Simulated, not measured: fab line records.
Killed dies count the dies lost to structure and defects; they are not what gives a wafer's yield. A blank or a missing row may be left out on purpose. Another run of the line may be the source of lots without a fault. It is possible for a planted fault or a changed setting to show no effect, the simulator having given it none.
Matching of chambers	flow gf180mcu	GF_POLY_GATE_ETCH_12 on rie-diel-03: 4 sister chambers
The step etches BARC in N2/H2. 8 wafers are shown with their chamber, then 7 later ones without.

WAFERS, EACH WITH ITS CHAMBER
wafer	chamber	drypump-motor-current-A (A)	rf-fwd-power-W (W)
L352.3	1	5.5	494.5
L356.1	0	5.4	497.5
L356.2	2	5.3	492.3
L358.2	2	5.4	492.7
L358.3	1	5.5	494.2
L358.4	3	5.2	497.1
L366.1	3	5.2	495.3
L366.2	0	5.3	498.9

WAFERS WITHOUT THEIR CHAMBER
wafer	drypump-motor-current-A (A)	rf-fwd-power-W (W)
L366.4	5.4	495.7
L372.1	5.5	494.4
L372.3	5.4	498.0
L372.5	5.4	497.0
L374.3	5.3	494.3
L374.5	5.3	497.7
L374.6	5.2	495.8

WHICH CHAMBER EACH WENT THROUGH
wafer	from the rows above	in truth
L366.4	can't be placed: 1 or 0 or 2 or 3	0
L372.1	1	1
L372.3	0	0
L372.5	0	0
L374.3	can't be placed: 2 or 3 or 1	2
L374.5	can't be placed: 0 or 3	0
L374.6	3	3
Correct placement for 4 of the 7. From these rows, 3 cannot be placed; in 3 the true chamber is one of the candidates. 0 placed wrongly.
How it was worked out, from the rows above alone: a wafer's distance from a chamber is the root of the sum, over the readings, of the square of ((its reading less the chamber's mean) divided by the reading's scatter). If the next closest chamber is less than 2 further off than the closest, the wafer can't be placed; otherwise it belongs to the closest. A chamber's mean is the mean of its shown wafers. The scatter: the root of (the sum of the squares of (reading less its chamber's mean) over the shown wafers, divided by (wafers less chambers)).
